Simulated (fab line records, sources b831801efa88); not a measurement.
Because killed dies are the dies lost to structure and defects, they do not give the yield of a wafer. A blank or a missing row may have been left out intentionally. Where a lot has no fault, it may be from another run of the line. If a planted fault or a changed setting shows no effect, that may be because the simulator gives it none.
Which tool is to blame? -- flow sky130 -- 14 lots, 42 wafers sampled, at 2 steps of a route of 708

## WHAT THE GAUGES SHOWED, per wafer
The record holds no reading of a measuring or inspecting step that can be judged against a usual standard deviation.

## WHAT TOOL EACH LOT RAN ON (gives the tool, then ch and the chambers of the sampled wafers, and finally the start)
lot,SKY_VIA3_ETCH_15,SKY_VIA3_STRIP_16
L355,"rie-diel-03 ch 0,1, day 39 12:57","plasma-asher-03 ch 0,1, day 39 13:01"
L356,"rie-diel-04 ch 2,3, day 39 22:56","plasma-asher-03 ch 0,1, day 39 22:59"
L357,"rie-diel-03 ch 0,1, day 40 09:59","plasma-asher-03 ch 0,1, day 40 10:03"
L358,"rie-diel-03 ch 1,2,3, day 40 12:26","plasma-asher-01 ch 0,1, day 40 12:29"
L359,"rie-diel-04 ch 0,2, day 41 05:15","plasma-asher-03 ch 0,1, day 41 05:19"
L361,"rie-diel-02 ch 0,1,3, day 41 09:17","plasma-asher-02 ch 0,1, day 41 09:20"
L363,"rie-diel-04 ch 0,1,3, day 42 03:18","plasma-asher-03 ch 0,1, day 42 03:22"
L364,"rie-diel-04 ch 0,1,3, day 42 11:20","plasma-asher-03 ch 0,1, day 42 11:24"
L365,"rie-diel-04 ch 0,3, day 42 14:32","plasma-asher-02 ch 0,1, day 42 14:35"
L366,"rie-diel-02 ch 0,3, day 43 00:39","plasma-asher-03 ch 0,1, day 43 00:43"
L367,"rie-diel-04 ch 0,1,2, day 43 04:50","plasma-asher-01 ch 0,1, day 43 04:55"
L368,"rie-diel-03 ch 0,2,3, day 43 15:27","plasma-asher-01 ch 0,1, day 43 15:31"
L369,"rie-diel-03 ch 0,2, day 44 05:12","plasma-asher-02 ch 0,1, day 44 05:16"
L378,"rie-diel-04 ch 0,2,3, day 46 00:20","plasma-asher-01 ch 0,1, day 46 00:23"
- SKY_VIA3_ETCH_15: etches SiO2 in C4F8/O2/Ar, stops on TiN, target depth 507 nm, time 78 s.
- SKY_VIA3_STRIP_16: strips in O2/N2.

## AS READ BY THE TOOLS THEMSELVES (means over the sampled wafers that have a number; for cases with no such wafer, the mark the record gives instead)
SKY_VIA3_ETCH_15. Usual: bias-w 1200 W, standard deviation 3.7; chamber-pressure-mTorr 40.00 mTorr, standard deviation 0.039; oes-product-au 0.946 a.u., standard deviation 0.0042.
lot,tool,bias-w (W),chamber-pressure-mTorr (mTorr),oes-product-au (a.u.),flag
L355,rie-diel-03,1202,39.97,0.946,
L356,rie-diel-04,1197,40.01,0.946,
L357,rie-diel-03,1202,40.00,0.943,
L358,rie-diel-03,1197,39.99,0.946,
L359,rie-diel-04,1199,40.02,0.949,
L361,rie-diel-02,1199,40.02,0.949,
L363,rie-diel-04,1199,40.03,0.946,
L364,rie-diel-04,1201,39.98,0.943,
L365,rie-diel-04,1199,40.00,0.945,
L366,rie-diel-02,1200,40.00,0.943,
L367,rie-diel-04,1200,40.01,0.944,
L368,rie-diel-03,-,-,-,OFF
L369,rie-diel-03,-,-,-,OFF
L378,rie-diel-04,1195,40.01,0.947,

SKY_VIA3_STRIP_16. Usual: drypump-motor-current-A 5.7 A, standard deviation 0.46; oes-product-au 0.402 a.u., standard deviation 0.0046; strip-time-to-endpoint-s 4.124 s, standard deviation 0.022.
lot,tool,drypump-motor-current-A (A),oes-product-au (a.u.),strip-time-to-endpoint-s (s),flag
L355,plasma-asher-03,6.2,0.400,4.129,
L356,plasma-asher-03,6.3,0.400,4.091,
L357,plasma-asher-03,6.3,0.401,4.122,
L358,plasma-asher-01,5.3,0.401,4.124,
L359,plasma-asher-03,6.3,0.398,4.111,
L361,plasma-asher-02,5.8,0.402,4.134,
L363,plasma-asher-03,6.2,0.402,4.141,
L364,plasma-asher-03,6.3,0.408,4.135,
L365,plasma-asher-02,5.8,0.402,4.119,
L366,plasma-asher-03,6.0,0.405,4.118,
L367,plasma-asher-01,5.5,0.405,4.110,
L368,plasma-asher-01,5.5,0.444,5.203,OFF
L369,plasma-asher-02,5.6,0.441,5.193,OFF
L378,plasma-asher-01,5.5,0.399,4.158,

## THE ANSWER, worked out from the rows above alone
Rule: a lot counts as off when the mean over its wafers that have a number is more than 3 standard deviations away from the usual mean. Also off: a lot with no number at a reading for which 4 or more lots have one. Any other lot the step has rows for is counted as sound. First the gauges in route order, then the tools' own readings, where a lot's mean is used as printed above. At the first step where some lot is off, the reading lying furthest off is the one used; lots without a number count as furthest.
Off: L368, L369, at SKY_VIA3_ETCH_15 (bias-w). Without a number there: L368, L369.
If a tool, at that step or one of the process steps before it, ran each lot that is off and ran no sound lot following the first of them, it fits. One candidate fits, namely rie-diel-03 at SKY_VIA3_ETCH_15. Its last sound lot is L358 (day 40 12:26), its first lot that is off L368 (day 43 15:27): a fault that began between those two fits.
Blank at SKY_VIA3_ETCH_15 on the lots that are off, where sound lots have numbers: bias-w, chamber-pressure-mTorr, oes-product-au.

## WHAT THE SIMULATOR HAD PUT IN
Whole step skipped at SKY_VIA3_ETCH_15 on rie-diel-03, starting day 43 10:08. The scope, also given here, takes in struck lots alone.
Struck lots among those shown: L368, L369. The rule above found the same.
